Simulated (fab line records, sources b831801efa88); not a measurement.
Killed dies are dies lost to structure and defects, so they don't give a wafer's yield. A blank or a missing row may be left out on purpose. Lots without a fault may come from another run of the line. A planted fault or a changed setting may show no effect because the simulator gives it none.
Which tool did it? | flow sky130 | 7 lots, 21 wafers sampled, at 1 step of a route of 708

WHAT THE GAUGES READ, wafer by wafer
SKY_POLY_GATE_THK_MEAS_21.
lot  | measured     | on            | POLY_GATE_OXIDATION_THK (nm)
L461 | day 17 00:17 | film_metro-03 | 4.05 4.01 4.09
L463 | day 17 20:17 | film_metro-01 | 4.06 4.07 4.03
L466 | day 18 20:59 | film_metro-02 | 4.13 4.08 4.06
L469 | day 19 21:04 | film_metro-01 | 3.93 3.85 3.89
L473 | day 21 02:23 | film_metro-02 | 3.79 3.85 3.89
L478 | day 23 07:48 | film_metro-03 | 3.99 4.19 4.06
L483 | day 24 17:54 | film_metro-02 | 3.92 4.03 3.89

WHICH TOOL RAN EACH LOT (tool, then ch and the chambers of the sampled wafers, then the start)
The record holds no process step before these readings.

THE ANSWER, worked out from the rows above alone
Rule: what is usual is taken from the lots themselves. Put in order of their means at a reading, lots are off if they are a third of the lots or fewer, leave a main group of 4 or more, and stand apart from it by a gap of 3 or more times the standard deviation of the main group's means; of several such gaps the widest counts. A main group whose means are all the same, to the digits that the tables above print for the reading, isn't used. A lot without any number at a reading at which 4 lots or more have one is off too. The other lots that the step has rows for count as sound.
No lot is off at any reading shown: from this, nothing can be told.

WHAT THE SIMULATOR HAD PUT IN
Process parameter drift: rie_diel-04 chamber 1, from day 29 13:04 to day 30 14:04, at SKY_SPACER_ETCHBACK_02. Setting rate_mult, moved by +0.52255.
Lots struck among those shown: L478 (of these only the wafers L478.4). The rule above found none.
